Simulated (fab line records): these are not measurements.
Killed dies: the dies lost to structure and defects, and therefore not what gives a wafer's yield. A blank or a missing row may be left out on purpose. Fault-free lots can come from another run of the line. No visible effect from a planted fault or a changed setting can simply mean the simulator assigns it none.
The same fault as seen by 2 desks / flow gf180mcu / each desk holds nothing but its own numbers, with what lay behind them at the end

== THE TOOL OWNER'S DESK: pecvd-04 ==
The tool's own readings at GF_PASSIVATION_CVD_00 (deposits SiO2 from TEOS, target thk 1000 nm, time 111.95 s): means of the sampled wafers that have a number, for each lot that ran on this tool. Any lot whose mean is over 4 standard deviations away from the usual mean is out of limits and marked OUT; that distance is given in the brackets.
Columns: A = heater power w at GF_PASSIVATION_CVD_00, usual 648 W; B = rf fwd power W at GF_PASSIVATION_CVD_00, usual 597.3 W; C = run length s at GF_PASSIVATION_CVD_00, usual 140.0 s
lot=L949; first seen here=day 29 06:50; A=629; B=594.2; C=139.2
lot=L952; first seen here=day 29 22:40; A=526; B=595.6; C=139.5
lot=L954; first seen here=day 30 13:22; A=685; B=598.0; C=138.9
lot=L959; first seen here=day 31 14:35; A=597; B=593.6; C=147.5 (+11) OUT
Finding of this desk: L959 out of limits; the first was L959 at day 31 14:35, on run length s at GF_PASSIVATION_CVD_00. L949, L952, L954 stayed within limits.

== METROLOGY DESK ==
Lot by lot, what the gauges showed, no matter which tool ran the lot: averages of those sampled wafers that carry a number. Any lot whose mean is over 4 standard deviations away from the usual mean is out of limits and marked OUT; that distance is given in the brackets.
Columns: A = V4_W_RS at GF_V4_RS_MEAS_24, usual 0.324 ohm/sq; B = TOP_METAL_ALCU_THK at GF_TOP_METAL_THK_MEAS_06, usual 902 nm; C = PASSIVATION_CVD_00_THK at GF_PASSIVATION_THK_MEAS_01, usual 1001 nm
lot=L946; first seen here=day 25 02:28; A=0.327; B=907; C=997
lot=L947; first seen here=day 25 03:11; A=0.320; B=910; C=978
lot=L949; first seen here=day 25 08:49; A=0.322; B=880; C=1003
lot=L950; first seen here=day 25 10:56; A=0.321; B=916; C=998
lot=L952; first seen here=day 26 03:29; A=0.321; B=887; C=1008
lot=L954; first seen here=day 26 21:04; A=0.324; B=908; C=999
lot=L959; first seen here=day 28 05:35; A=0.322; B=898; C=1092 (+6.1) OUT
lot=L964; first seen here=day 30 00:40; A=0.327; B=922; C=1000
lot=L965; first seen here=day 30 11:02; A=0.325; B=903; C=991
lot=L967; first seen here=day 31 00:37; A=0.331; B=900; C=1007
lot=L968; first seen here=day 31 03:26; A=0.326; B=908; C=1010
This desk reports L959 out of limits; the earliest was L959 at day 31 14:41 (PASSIVATION_CVD_00_THK at GF_PASSIVATION_THK_MEAS_01). L946, L947, L949, L950, L952, L954, L964, L965, L967, L968 stayed within limits.

== TAKEN TOGETHER ==
The tool owner's desk could have raised an alarm at day 31 14:35, on L959.
At day 31 14:41 the metrology desk could have sounded an alarm, on L959.
On pecvd-04, each named lot ran GF_PASSIVATION_CVD_00.

== WHAT HAD BEEN PUT IN BY THE SIMULATOR ==
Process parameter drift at GF_PASSIVATION_CVD_00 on pecvd-04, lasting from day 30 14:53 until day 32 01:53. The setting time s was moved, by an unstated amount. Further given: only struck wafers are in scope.
Struck lots among those shown: L959.
Time in hours from fault onset to the first out-of-limits reading at each desk: tool owner's desk 24, metrology desk 24.
